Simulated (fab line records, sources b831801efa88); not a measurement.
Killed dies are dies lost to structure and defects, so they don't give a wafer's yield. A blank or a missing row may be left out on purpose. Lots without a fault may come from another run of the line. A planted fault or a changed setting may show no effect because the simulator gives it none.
One fault seen from 2 desks | flow gf180mcu | each desk has only its own numbers; what lay behind them comes last

THE METROLOGY DESK
What the gauges read, lot by lot, whatever tool the lot ran on: means of the sampled wafers that have a number. A lot is out of limits, marked OUT, if its mean lies more than 4 standard deviations from the usual mean; the brackets give that distance.
Columns: A = STI_OXIDATION_02_THK at GF_STI_THK_MEAS_30, usual 10.00 nm; B = VT_IMPLANT_03_OVL at GF_VT_IMPLANT_OVL_MEAS_40, usual 0.5 nm; C = cd_nm at GF_POLY_GATE_CD_MEAS_10, usual 280.1 nm
lot  | first seen here | A     | B                | C
L965 | day 2 07:04     | 10.01 | -0.5             | 281.7
L966 | day 2 11:09     | 10.06 | 0.5              | 279.4
L970 | day 3 10:20     | 10.19 | 1.7              | 280.1
L972 | day 3 19:34     | 10.24 | 0.5              | 280.5
L973 | day 3 23:16     | 9.84  | 0.9              | 280.9
L974 | day 4 04:38     | 10.04 | 0.4              | 278.9
L976 | day 4 15:28     | 10.25 | 3.0              | 279.9
L980 | day 5 11:07     | 10.33 | -135.0 (-97) OUT | -
L981 | day 5 16:55     | 9.73  | -136.3 (-98) OUT | -
L982 | day 5 22:34     | 9.61  | -132.5 (-95) OUT | -
L983 | day 6 03:05     | 10.17 | -137.2 (-98) OUT | -
L985 | day 6 14:41     | 10.05 | -0.6             | 279.9
L987 | day 6 22:58     | 10.14 | -0.0             | 280.5
L988 | day 7 08:21     | 10.08 | 0.2              | 279.1
This desk's finding: out of limits on L980, L981, L982, L983; first on L980, day 11 16:46 (VT_IMPLANT_03_OVL at GF_VT_IMPLANT_OVL_MEAS_40). In limits: L965, L966, L970, L972, L973, L974, L976, L985, L987, L988.

THE TOOL OWNER'S DESK: iline_stepper-01
The tool's own readings at GF_VT_IMPLANT_EXPOSE_37 (exposes mask Nwell HV AREA, target cd 860 nm): means of the sampled wafers that have a number, for each lot that ran on this tool. A lot is out of limits, marked OUT, if its mean lies more than 4 standard deviations from the usual mean; the brackets give that distance.
Columns: A = focus_offset_nm at GF_VT_IMPLANT_EXPOSE_37, usual -0.1 nm
lot  | first seen here | A
L966 | day 7 11:17     | -0.1
L970 | day 8 16:24     | 0.6
L972 | day 9 06:19     | 0.4
L976 | day 10 07:14    | -0.6
L980 | day 11 07:22    | 0.2
L981 | day 11 13:07    | -0.4
L982 | day 11 21:13    | -0.3
L983 | day 12 06:04    | -0.1
This desk's finding: nothing out of limits on any of the 8 lots.

PUT TOGETHER
The metrology desk could have raised an alarm at day 11 16:46, on L980, L981, L982, L983.
The tool owner's desk saw nothing out of limits.
The tool owner's desk has L980, L981, L982, L983 on record, within its limits.
Of the lots named, all ran GF_VT_IMPLANT_EXPOSE_37 on iline_stepper-01.

WHAT THE SIMULATOR HAD PUT IN
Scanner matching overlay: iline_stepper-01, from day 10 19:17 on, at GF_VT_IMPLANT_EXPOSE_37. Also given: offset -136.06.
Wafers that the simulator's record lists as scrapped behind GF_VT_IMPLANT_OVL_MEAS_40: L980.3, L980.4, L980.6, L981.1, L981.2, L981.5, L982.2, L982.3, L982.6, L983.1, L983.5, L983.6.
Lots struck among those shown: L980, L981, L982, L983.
Hours from the fault's start to each desk's first reading out of limits: the metrology desk, 21.
